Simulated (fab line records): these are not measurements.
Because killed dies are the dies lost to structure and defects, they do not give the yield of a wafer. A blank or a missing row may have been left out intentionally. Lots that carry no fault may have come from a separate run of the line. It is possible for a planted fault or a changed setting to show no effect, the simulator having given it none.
Which tool was responsible? :: flow gf180mcu :: 15 lots with 45 wafers sampled at 3 steps, on a route of 602 steps

WHAT EACH GAUGE READ, for each wafer
GF_HV_LDD_OVL_MEAS_32. Usual: HV_LDD_02_OVL typically reads 1.4 nm, with standard deviation 1.6.
lot: L915
measured: day 12 01:07
on: overlay-02
HV_LDD_02_OVL (nm): 2.8 0.2 2.9
flag: 

lot: L916
measured: day 12 08:12
on: overlay-02
HV_LDD_02_OVL (nm): 2.7 0.3 1.0
flag: 

lot: L917
measured: day 13 00:37
on: overlay-02
HV_LDD_02_OVL (nm): 0.7 2.2 2.1
flag: 

lot: L919
measured: day 13 16:52
on: overlay-02
HV_LDD_02_OVL (nm): 0.6 2.2 1.3
flag: 

lot: L920
measured: day 14 03:31
on: overlay-01
HV_LDD_02_OVL (nm): 4.3 2.0 2.6
flag: 

lot: L921
measured: day 14 10:04
on: overlay-01
HV_LDD_02_OVL (nm): 1.1 2.7 0.7
flag: 

lot: L922
measured: day 14 09:29
on: overlay-01
HV_LDD_02_OVL (nm): 3.7 0.1 1.1
flag: 

lot: L924
measured: day 15 11:03
on: overlay-01
HV_LDD_02_OVL (nm): -0.8 0.6 -0.4
flag: 

lot: L925
measured: day 15 12:40
on: overlay-02
HV_LDD_02_OVL (nm): 2.2 2.9 2.2
flag: 

lot: L927
measured: day 16 05:38
on: overlay-01
HV_LDD_02_OVL (nm): 0.6 0.5 0.3
flag: 

lot: L929
measured: day 16 21:03
on: overlay-02
HV_LDD_02_OVL (nm): 2.0 0.4 -0.2
flag: 

lot: L930
measured: day 17 03:59
on: overlay-02
HV_LDD_02_OVL (nm): 1.7 0.1 0.3
flag: 

lot: L931
measured: day 17 15:13
on: overlay-02
HV_LDD_02_OVL (nm): -0.3 -0.5 -0.3
flag: 

lot: L932
measured: day 17 22:59
on: overlay-02
HV_LDD_02_OVL (nm): 2.6 3.1 1.4
flag: 

lot: L935
measured: day 18 23:04
on: overlay-01
HV_LDD_02_OVL (nm): 0.2 0.4 -1.4
flag: 

WHICH TOOL RAN EACH LOT (tool, then ch and the chambers of the sampled wafers, then the start)
lot: L915
GF_MVPSD_DEVELOP_06: litho track-02 ch 0, day 5 04:00
GF_HV_LDD_STRIP_22: plasma asher-01 ch 0,1, day 11 05:39

lot: L916
GF_MVPSD_DEVELOP_06: litho track-03 ch 0, day 5 09:00
GF_HV_LDD_STRIP_22: plasma asher-03 ch 0,1, day 11 12:58

lot: L917
GF_MVPSD_DEVELOP_06: litho track-02 ch 0, day 5 18:00
GF_HV_LDD_STRIP_22: plasma asher-03 ch 0,1, day 12 04:27

lot: L919
GF_MVPSD_DEVELOP_06: litho track-01 ch 0, day 6 08:00
GF_HV_LDD_STRIP_22: plasma asher-01 ch 0,1, day 12 20:09

lot: L920
GF_MVPSD_DEVELOP_06: litho track-03 ch 0, day 6 15:00
GF_HV_LDD_STRIP_22: plasma asher-02 ch 0,1, day 13 06:44

lot: L921
GF_MVPSD_DEVELOP_06: litho track-01 ch 0, day 6 18:00
GF_HV_LDD_STRIP_22: plasma asher-01 ch 0,1, day 13 12:23

lot: L922
GF_MVPSD_DEVELOP_06: litho track-01 ch 0, day 6 22:00
GF_HV_LDD_STRIP_22: plasma asher-02 ch 0,1, day 13 12:05

lot: L924
GF_MVPSD_DEVELOP_06: litho track-03 ch 0, day 7 12:00
GF_HV_LDD_STRIP_22: plasma asher-03 ch 0,1, day 14 13:08

lot: L925
GF_MVPSD_DEVELOP_06: litho track-03 ch 0, day 7 18:00
GF_HV_LDD_STRIP_22: plasma asher-02 ch 0,1, day 14 15:42

lot: L927
GF_MVPSD_DEVELOP_06: litho track-03 ch 0, day 8 03:00
GF_HV_LDD_STRIP_22: plasma asher-02 ch 1, day 15 06:34

lot: L929
GF_MVPSD_DEVELOP_06: litho track-03, day 8 20:00
GF_HV_LDD_STRIP_22: plasma asher-01 ch 0, day 15 22:14

lot: L930
GF_MVPSD_DEVELOP_06: litho track-01, day 9 01:00
GF_HV_LDD_STRIP_22: plasma asher-01 ch 0,1, day 16 04:29

lot: L931
GF_MVPSD_DEVELOP_06: litho track-01, day 9 09:00
GF_HV_LDD_STRIP_22: plasma asher-03 ch 0,1, day 16 15:50

lot: L932
GF_MVPSD_DEVELOP_06: litho track-01 ch 0, day 9 17:00
GF_HV_LDD_STRIP_22: plasma asher-03 ch 1, day 16 23:17

lot: L935
GF_MVPSD_DEVELOP_06: litho track-02 ch 0, day 10 12:00
GF_HV_LDD_STRIP_22: plasma asher-02 ch 0,1, day 17 22:45
- GF_MVPSD_DEVELOP_06: develop time 60 s.
- GF_HV_LDD_STRIP_22: strips in O2/N2.

WHAT THE TOOLS THEMSELVES READ (means of the sampled wafers that have a number; where no wafer has one, the mark that the record gives instead)
GF_MVPSD_DEVELOP_06. Usual: chill plate temp C 23.01 C, standard deviation 0.12; resist line temp C 22.99 C, standard deviation 0.11.
lot: L915
tool: litho track-02
chill plate temp C (C): 23.04
resist line temp C (C): 22.94
flag: 

lot: L916
tool: litho track-03
chill plate temp C (C): 22.93
resist line temp C (C): 23.18
flag: 

lot: L917
tool: litho track-02
chill plate temp C (C): 22.90
resist line temp C (C): 23.03
flag: 

lot: L919
tool: litho track-01
chill plate temp C (C): 22.78
resist line temp C (C): 22.90
flag: 

lot: L920
tool: litho track-03
chill plate temp C (C): 23.13
resist line temp C (C): 22.88
flag: 

lot: L921
tool: litho track-01
chill plate temp C (C): 22.96
resist line temp C (C): 23.01
flag: 

lot: L922
tool: litho track-01
chill plate temp C (C): 22.88
resist line temp C (C): 22.84
flag: 

lot: L924
tool: litho track-03
chill plate temp C (C): 22.90
resist line temp C (C): 22.99
flag: 

lot: L925
tool: litho track-03
chill plate temp C (C): 23.10
resist line temp C (C): 22.89
flag: 

lot: L927
tool: litho track-03
chill plate temp C (C): 23.13
resist line temp C (C): 23.08
flag: 

lot: L929
tool: litho track-03
chill plate temp C (C): -
resist line temp C (C): -
flag: OFF

lot: L930
tool: litho track-01
chill plate temp C (C): -
resist line temp C (C): -
flag: OFF

lot: L931
tool: litho track-01
chill plate temp C (C): -
resist line temp C (C): -
flag: OFF

lot: L932
tool: litho track-01
chill plate temp C (C): 23.02
resist line temp C (C): 22.91
flag: 

lot: L935
tool: litho track-02
chill plate temp C (C): 23.07
resist line temp C (C): 22.98
flag: 

GF_HV_LDD_STRIP_22. Usual: drypump motor current A 5.8 A, standard deviation 0.42; heater power w 331 W, standard deviation 53; oes product au 0.716 a.u., standard deviation 0.0045; strip time to endpoint s 12.62 s, standard deviation 0.035.
lot: L915
tool: plasma asher-01
drypump motor current A (A): 5.5
heater power w (W): 336
oes product au (a.u.): 0.717
strip time to endpoint s (s): 12.59
flag: 

lot: L916
tool: plasma asher-03
drypump motor current A (A): 6.0
heater power w (W): 281
oes product au (a.u.): 0.716
strip time to endpoint s (s): 12.64
flag: 

lot: L917
tool: plasma asher-03
drypump motor current A (A): 6.3
heater power w (W): 278
oes product au (a.u.): 0.718
strip time to endpoint s (s): 12.64
flag: 

lot: L919
tool: plasma asher-01
drypump motor current A (A): 5.4
heater power w (W): 321
oes product au (a.u.): 0.716
strip time to endpoint s (s): 12.66
flag: 

lot: L920
tool: plasma asher-02
drypump motor current A (A): 5.9
heater power w (W): 379
oes product au (a.u.): 0.715
strip time to endpoint s (s): 12.63
flag: 

lot: L921
tool: plasma asher-01
drypump motor current A (A): 5.4
heater power w (W): 321
oes product au (a.u.): 0.717
strip time to endpoint s (s): 12.59
flag: 

lot: L922
tool: plasma asher-02
drypump motor current A (A): 6.0
heater power w (W): 338
oes product au (a.u.): 0.712
strip time to endpoint s (s): 12.64
flag: 

lot: L924
tool: plasma asher-03
drypump motor current A (A): 6.0
heater power w (W): 286
oes product au (a.u.): 0.714
strip time to endpoint s (s): 12.60
flag: 

lot: L925
tool: plasma asher-02
drypump motor current A (A): 6.0
heater power w (W): 345
oes product au (a.u.): 0.716
strip time to endpoint s (s): 12.62
flag: 

lot: L927
tool: plasma asher-02
drypump motor current A (A): 6.2
heater power w (W): 299
oes product au (a.u.): 0.714
strip time to endpoint s (s): 12.66
flag: 

lot: L929
tool: plasma asher-01
drypump motor current A (A): 5.2
heater power w (W): 321
oes product au (a.u.): 0.717
strip time to endpoint s (s): 12.60
flag: 

lot: L930
tool: plasma asher-01
drypump motor current A (A): 5.5
heater power w (W): 335
oes product au (a.u.): 0.717
strip time to endpoint s (s): 12.62
flag: 

lot: L931
tool: plasma asher-03
drypump motor current A (A): 6.0
heater power w (W): 287
oes product au (a.u.): 0.712
strip time to endpoint s (s): 12.64
flag: 

lot: L932
tool: plasma asher-03
drypump motor current A (A): 6.6
heater power w (W): 279
oes product au (a.u.): 0.714
strip time to endpoint s (s): 12.60
flag: 

lot: L935
tool: plasma asher-02
drypump motor current A (A): 5.9
heater power w (W): 387
oes product au (a.u.): 0.717
strip time to endpoint s (s): 12.64
flag: 

THE ANSWER, worked out from the rows above alone
Rule: lot off if the mean of its wafers having a number is beyond 3 standard deviations from the usual mean. A lot without any number at a reading at which 4 lots or more have one is off too. All remaining lots with rows at the step are treated as sound. After the gauges, taken in route order, come the tools' own readings; for these a lot's mean is taken, as printed above. The first step at which some lot is off is used, and at that step the reading that is off furthest; a lot without a number counts as furthest.
Off: L929, L930, L931 (GF_MVPSD_DEVELOP_06, chill plate temp C). Without a number there: L929, L930, L931.
A tool fits if, at that step or a process step before it, it ran every lot that is off, and no sound lot after the first of them. None of those tried fits.

WHAT WAS PUT IN BY THE SIMULATOR
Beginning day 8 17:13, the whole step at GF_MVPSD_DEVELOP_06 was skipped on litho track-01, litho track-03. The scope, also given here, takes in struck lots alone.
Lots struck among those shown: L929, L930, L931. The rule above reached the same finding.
